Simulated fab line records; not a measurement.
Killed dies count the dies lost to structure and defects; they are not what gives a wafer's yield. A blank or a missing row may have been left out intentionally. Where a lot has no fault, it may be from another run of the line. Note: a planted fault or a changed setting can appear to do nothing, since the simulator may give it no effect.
Chamber matching ; flow sky130 ; 4 sister chambers for SKY_PAD_OPEN_ETCH_07 on rie_diel-03
The step etches the open film in CF4/O2, stops on AlCu, target depth 725 nm, time 161.1 s. 8 wafers are shown with their chamber, then 9 later ones without.

== WAFERS PAIRED WITH THEIR CHAMBERS ==
wafer;chamber;drypump_motor_current_A (A);oes_product_au (a.u.)
L078.4;0;6.2;0.969
L084.5;1;6.3;0.975
L089.1;2;6.2;0.974
L089.2;3;6.0;0.966
L089.4;0;6.2;0.966
L092.2;3;5.9;0.979
L092.3;2;6.2;0.988
L092.6;1;6.3;0.991

== WAFERS WITHOUT THEIR CHAMBER ==
wafer;drypump_motor_current_A (A);oes_product_au (a.u.)
L093.1;6.0;0.977
L093.2;6.3;0.978
L093.5;5.9;0.987
L095.1;5.9;0.970
L095.3;6.2;0.973
L095.5;5.9;0.995
L096.1;6.3;0.987
L096.3;6.0;0.961
L096.4;6.2;0.983

== WHICH CHAMBER EACH ONE RAN IN ==
wafer;from the rows above;in truth
L093.1;3;3
L093.2;1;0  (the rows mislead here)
L093.5;3;3
L095.1;3;3
L095.3;can't be placed: 0 or 2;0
L095.5;3;3
L096.1;1;1
L096.3;3;3
L096.4;can't be placed: 2 or 0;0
Correct placement for 6 of the 9. From these rows, 2 cannot be placed; in 2 the true chamber is one of the candidates. Placed wrongly: 1.
How it was worked out, from the rows above alone: a wafer's distance from a chamber is the root of the sum, over the readings, of the square of ((its reading less the chamber's mean) divided by the reading's scatter). The wafer belongs to the nearest chamber; if the next one is less than 2 further off, it can't be placed. The mean given for a chamber averages the wafers shown for that chamber. The scatter is the square root of a quotient: the sum, over the shown wafers, of each reading's squared deviation from its chamber's mean, divided by wafers minus chambers.
